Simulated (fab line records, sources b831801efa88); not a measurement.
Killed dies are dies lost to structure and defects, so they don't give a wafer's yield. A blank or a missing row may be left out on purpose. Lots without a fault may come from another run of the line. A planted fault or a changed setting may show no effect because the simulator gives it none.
A struck lot beside a sound one | flow sfq_line | 18 steps out of a route of 325
Sound: wafers L528.1, L528.4, L528.6. Struck: wafer L542.4. (L542.2, L542.6 of the same lot were not struck and are left out.) The cause comes at the end.
At each step with rows: each side's tool, then ch and its chambers, then its first start. Under that, the readings that differ: sound wafers | struck wafers | difference of the means | sigmas: that difference in standard deviations of wafers without a fault.
alike: readings whose means differ by less than 2 such deviations, and words and numbers that are the same on both sides. not compared: withheld readings, readings that some wafer has no value for, bounds like >300 that may hide the same value, and numbers for which the record gives no deviation and whose values overlap.
The two part at a step that has a row with sigmas, a row that says differs or no value, or rows on one side only. Numbers that don't overlap but have no deviation are shown without sigmas and don't part them. A reading that every wafer of one side lacks parts them only if that side has two wafers or more.

first, 1 step without rows for these wafers: SFQ_TRILAYER_M3_BARC_OPEN_METAL_ETCH_100 (etches BARC in O2, target depth 125 nm, time 41.7 s).
SFQ_TRILAYER_M3_ETCH_METAL_ETCH_078: etches Nb in Cl2/Ar, stops on SiO2, target depth 240 nm, time 120 s.
  sound on rie_metal-01 ch 0,1, day 30 19:58; struck on rie_metal-02 ch 1, day 44 20:21
  alike: drypump_motor_current_A, oes_product_au
  not compared: rf_hours_counter_h
SFQ_TRILAYER_M3_STRIP_STRIP_079: strips in O2.
  sound on rie_metal-01 ch 0,1, day 30 20:05; struck on rie_metal-02 ch 1, day 44 20:28
  alike: drypump_motor_current_A, oes_product_au
  not compared: rf_hours_counter_h
then, 1 step without rows for these wafers: SFQ_TRILAYER_M3_STRIP_SOLV_CLEAN_080 (cleans in NMP, time 600 s).
SFQ_TRILAYER_I3_DEP_PECVD_081: deposits SiO2 from SiH4/N2O, time 111.11 s, target thk 500 nm.
  sound on pecvd-04 ch 0,1,2, day 30 20:52; struck on pecvd-01 ch 0, day 44 21:15
  alike: heater_power_w, throttle_valve_pct
then, 1 step without rows for these wafers: SFQ_TRILAYER_I3_CMP_CMP_082 (polishes SiO2).
SFQ_I3_BOW_MEAS_922:
  sound on film_metro-01, day 31 00:05; struck on film_metro-04, day 45 03:54
  alike: I3_BOW
SFQ_TRILAYER_I3_METRO_MEASURE_083:
  sound on film_metro-01, day 31 00:13; struck on film_metro-04, day 45 04:12
  alike: thk_nm
then, 4 steps without rows for these wafers: SFQ_TRILAYER_I3_VIA_LITHO_COAT_090 (resist thk 62 nm); SFQ_TRILAYER_I3_VIA_LITHO_COAT_085 (resist thk 650 nm); SFQ_TRILAYER_I3_VIA_LITHO_SOFTBAKE_089; SFQ_TRILAYER_I3_VIA_LITHO_EXPOSE_086 (exposes mask I3, target cd 500 nm).
SFQ_TRILAYER_I3_VIA_LITHO_PEB_088: peb time 60 s.
  sound on litho_track-02 ch 0, day 37 12:21; struck on litho_track-02 ch 0, day 45 07:47
  alike: chill_plate_temp_C, heater_power_total_W, resist_line_temp_C
then, 1 step without rows for these wafers: SFQ_TRILAYER_I3_VIA_LITHO_DEVELOP_087 (time 60 s).
SFQ_I3_OVL_MEAS_923:
  sound on overlay-01, day 37 12:39; struck on overlay-02, day 45 08:04
  alike: I3_OVL
SFQ_TRILAYER_I3_VIA_BARC_OPEN_VIA_ETCH_121: etches BARC in O2, target depth 125 nm, time 41.7 s.
  sound on rie_diel-04 ch 0,2,3, day 37 12:41; struck on rie_diel-02 ch 2, day 45 08:05
  reading             | sound             | struck | difference | sigmas
  model.I3.cd_nm (nm) | 502.5 500.7 501.7 | 532.6  | +31.0      |
  alike: drypump_motor_current_A, oes_product_au
  not compared: rf_hours_counter_h
SFQ_TRILAYER_I3_VIA_ETCH_VIA_ETCH_088: etches SiO2 in CHF3, stops on Nb, target depth 260 nm.
  sound on rie_diel-04 ch 0,2,3, day 37 12:43; struck on rie_diel-02 ch 2, day 45 08:08
  reading             | sound             | struck | difference | sigmas
  model.I3.cd_nm (nm) | 501.3 499.8 501.4 | 535.6  | +34.8      |
  alike: drypump_motor_current_A, oes_product_au
SFQ_TRILAYER_I3_VIA_STRIP_STRIP_089: strips in O2.
  sound on rie_metal-04 ch 0,1, day 37 12:50; struck on rie_metal-04 ch 0, day 45 08:14
  alike: drypump_motor_current_A, oes_product_au
  not compared: rf_hours_counter_h

WHERE THEY PART
Nowhere in this record.

WHY: what the simulator had put in
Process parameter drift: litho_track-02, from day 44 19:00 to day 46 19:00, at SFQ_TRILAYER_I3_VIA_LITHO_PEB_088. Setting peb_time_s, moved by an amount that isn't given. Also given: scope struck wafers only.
